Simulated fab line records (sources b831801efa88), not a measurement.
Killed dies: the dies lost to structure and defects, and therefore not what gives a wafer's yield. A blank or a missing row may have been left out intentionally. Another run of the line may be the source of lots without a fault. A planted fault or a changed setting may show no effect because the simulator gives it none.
Matching of chambers -- flow gf180mcu -- GF_CONTACT_CMP_27 on cmp-01 has 4 sister chambers
The step polishes, stops on SiO2, t overpolish 15 s, target thk 0 nm. 14 wafers are shown with their chamber, then 7 later ones without.

## WAFERS, EACH WITH ITS CHAMBER
wafer,chamber,motor current A (A),time to endpoint s (s),head pressure psi (psi)
L803.2,1,10.8,75.3,3.507
L803.4,0,10.5,68.6,3.507
L803.6,0,10.3,72.0,3.512
L805.1,2,13.0,66.4,3.503
L805.3,0,10.5,68.4,3.503
L805.4,3,8.5,68.5,3.492
L806.3,0,11.0,68.4,3.500
L806.5,3,8.7,69.8,3.499
L806.6,2,13.0,65.4,3.489
L810.2,2,12.2,70.3,3.503
L810.3,1,11.2,69.6,3.501
L810.5,1,11.4,72.4,3.499
L813.1,0,10.7,68.8,3.502
L813.2,2,12.8,66.8,3.502

SIGNATURES (averages over the wafers above)
reading,chamber 0,chamber 1,chamber 2,chamber 3,scatter within a chamber
motor current A,10.600,11.133,12.750,8.600,0.303
time to endpoint s,69.240,72.433,67.225,69.150,2.01
head pressure psi,3.50480,3.50233,3.49925,3.49550,0.00539
Rule: a wafer lies at a distance from a chamber equal to the root of the sum of squares, over the readings, of (its reading less the chamber's mean, divided by the reading's scatter). The wafer belongs to the nearest chamber; if the next one is less than 2 further off, it can't be placed. The scatter is the square root of a quotient: the sum, over the shown wafers, of each reading's squared deviation from its chamber's mean, divided by wafers minus chambers.

## WAFERS WITHOUT THEIR CHAMBER
wafer,motor current A (A),time to endpoint s (s),head pressure psi (psi)
L813.4,10.9,73.0,3.495
L816.1,8.5,70.1,3.496
L816.5,9.1,72.7,3.507
L816.6,11.3,66.2,3.501
L819.1,10.7,71.2,3.498
L819.4,12.7,68.1,3.502
L819.6,10.5,68.0,3.496

## WHICH CHAMBER EACH ONE RAN IN
wafer,from the rows above,in truth
L813.4,can't be placed: 1 or 0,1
L816.1,3,3
L816.5,3,3
L816.6,can't be placed: 0 or 1 or 2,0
L819.1,can't be placed: 0 or 1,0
L819.4,2,2
L819.6,can't be placed: 0 or 1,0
Placed correctly: 3 of 7. Can't be placed from these rows: 4 (the true chamber is among the candidates in 4). Placed wrongly: 0.
